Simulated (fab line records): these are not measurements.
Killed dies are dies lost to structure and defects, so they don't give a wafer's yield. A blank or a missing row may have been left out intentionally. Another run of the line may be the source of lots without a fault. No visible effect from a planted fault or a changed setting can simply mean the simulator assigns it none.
The tool behind it: which one? | flow sky130 | Sampling: 11 lots, 33 wafers, 3 of 708 route steps

WHAT THE GAUGES SHOWED, per wafer
SKY_PASSIVATION_THK_MEAS_03.
lot  | measured     | on            | PASSIVATION_CVD_02_THK (nm)
L334 | day 43 23:01 | film metro-01 | 531 555 543
L336 | day 44 09:05 | film metro-03 | 885 903 907
L337 | day 44 19:41 | film metro-03 | 541 524 545
L338 | day 45 09:01 | film metro-01 | 559 551 905
L347 | day 48 02:27 | film metro-01 | 546 548 552
L348 | day 48 03:18 | film metro-01 | 540 546 556
L350 | day 48 09:55 | film metro-03 | 535 532 542
L352 | day 48 11:20 | film metro-04 | 535 547 546
L354 | day 48 19:47 | film metro-01 | 542 553 545
L355 | day 49 06:37 | film metro-01 | 537 538 540
L356 | day 49 13:31 | film metro-01 | 533 535 542

TOOL THAT RAN EACH LOT (tool first, then ch and the chambers of the sampled wafers, then the start)
lot  | SKY_PASSIVATION_CVD_00          | SKY_PASSIVATION_CVD_02
L334 | pecvd-04 ch 1,2, day 43 22:42   | pecvd-01 ch 0,2, day 43 22:47
L336 | pecvd-04 ch 0,1,2, day 44 08:39 | pecvd-01 ch 0, day 44 08:44
L337 | pecvd-01 ch 0,2, day 44 19:22   | pecvd-03 ch 1,2, day 44 19:26
L338 | pecvd-04 ch 0,1,2, day 45 08:43 | pecvd-01 ch 0,1,2, day 45 08:48
L347 | pecvd-03 ch 0,1, day 48 02:01   | pecvd-01 ch 1,2, day 48 02:06
L348 | pecvd-03 ch 1,2, day 48 02:52   | pecvd-01 ch 1,2, day 48 02:57
L350 | pecvd-04 ch 1,2, day 48 09:35   | pecvd-03 ch 0,1, day 48 09:40
L352 | pecvd-03 ch 0,1,2, day 48 10:55 | pecvd-01 ch 1,2, day 48 11:00
L354 | pecvd-04 ch 0,1,2, day 48 19:28 | pecvd-03 ch 1,2, day 48 19:33
L355 | pecvd-04 ch 0,1,2, day 49 06:19 | pecvd-01 ch 1,2, day 49 06:23
L356 | pecvd-03 ch 1,2, day 49 13:11   | pecvd-04 ch 0,1, day 49 13:16
- SKY_PASSIVATION_CVD_00: deposits SiO2, target thk 90 nm.
- SKY_PASSIVATION_CVD_02: deposits Si3N4, target thk 540 nm.

THE ANSWER, worked out from the rows above alone
Rule: the lots themselves supply what counts as usual. Put in order of their means at a reading, lots are off if they are a third of the lots or fewer, leave a main group of 4 or more, and stand apart from it by a gap of 3 or more times the standard deviation of the main group's means; of several such gaps the widest counts. If all means in a main group match to the digits the tables above print for the reading, that group is not used. A lot without any number at a reading at which 4 lots or more have one is off too. Where the step has rows for the other lots, those lots are counted as sound.
Off: at SKY_PASSIVATION_THK_MEAS_03 (PASSIVATION_CVD_02_THK), L336, L338. The main group: mean 542 nm, standard deviation 4.7.
A tool fits if, at a process step before that reading, it ran every lot that is off, and no sound lot after the first of them. The gauges at SKY_PASSIVATION_THK_MEAS_03 are tried like those tools. No candidate that was tried fits.

WHAT THE SIMULATOR PUT IN
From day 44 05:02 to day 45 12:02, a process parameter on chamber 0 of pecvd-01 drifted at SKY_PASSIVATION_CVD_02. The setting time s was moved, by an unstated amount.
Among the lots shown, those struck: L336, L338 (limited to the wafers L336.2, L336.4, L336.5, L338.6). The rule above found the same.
